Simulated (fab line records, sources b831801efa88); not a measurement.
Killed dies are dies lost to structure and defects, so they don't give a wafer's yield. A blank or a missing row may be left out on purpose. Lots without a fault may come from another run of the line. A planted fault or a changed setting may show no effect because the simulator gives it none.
Which tool did it? | flow gf180mcu | 6 lots, 18 wafers sampled, at 2 steps of a route of 602

WHAT THE GAUGES READ, wafer by wafer
GF_STI_CD_MEAS_12: target cd 220 nm.
lot  | measured    | on        | cd_nm (nm)
L982 | day 2 11:35 | cd_sem-02 | 218.2 218.8 219.0
L985 | day 3 04:08 | cd_sem-01 | 219.6 220.3 221.3
L989 | day 3 23:40 | cd_sem-01 | 220.2 220.3 220.4
L991 | day 4 09:28 | cd_sem-01 | 220.3 219.5 220.4
L994 | day 5 02:10 | cd_sem-01 | 221.2 221.4 221.4
L101 | day 6 15:29 | cd_sem-01 | 214.6 214.5 214.9

WHICH TOOL RAN EACH LOT (tool, then ch and the chambers of the sampled wafers, then the start)
lot  | GF_STI_SOFTBAKE_08
L982 | litho_track-02 ch 0, day 2 05:23
L985 | litho_track-04 ch 0, day 2 21:23
L989 | litho_track-02 ch 0, day 3 17:14
L991 | litho_track-03 ch 0, day 4 02:31
L994 | litho_track-02 ch 0, day 4 19:02
L101 | litho_track-03 ch 0, day 6 08:10
- GF_STI_SOFTBAKE_08: time 60 s.

THE ANSWER, worked out from the rows above alone
Rule: what is usual is taken from the lots themselves. Put in order of their means at a reading, lots are off if they are a third of the lots or fewer, leave a main group of 4 or more, and stand apart from it by a gap of 3 or more times the standard deviation of the main group's means; of several such gaps the widest counts. A main group whose means are all the same, to the digits that the tables above print for the reading, isn't used. A lot without any number at a reading at which 4 lots or more have one is off too. The other lots that the step has rows for count as sound.
Off: L101, at GF_STI_CD_MEAS_12 (cd_nm). The main group: mean 220.2 nm, standard deviation 0.86.
A tool fits if, at a process step before that reading, it ran every lot that is off, and no sound lot after the first of them. The gauges at GF_STI_CD_MEAS_12 are tried like those tools. Can't be told from this: 2 tools fit, litho_track-03 at GF_STI_SOFTBAKE_08, cd_sem-01 at GF_STI_CD_MEAS_12.

WHAT THE SIMULATOR HAD PUT IN
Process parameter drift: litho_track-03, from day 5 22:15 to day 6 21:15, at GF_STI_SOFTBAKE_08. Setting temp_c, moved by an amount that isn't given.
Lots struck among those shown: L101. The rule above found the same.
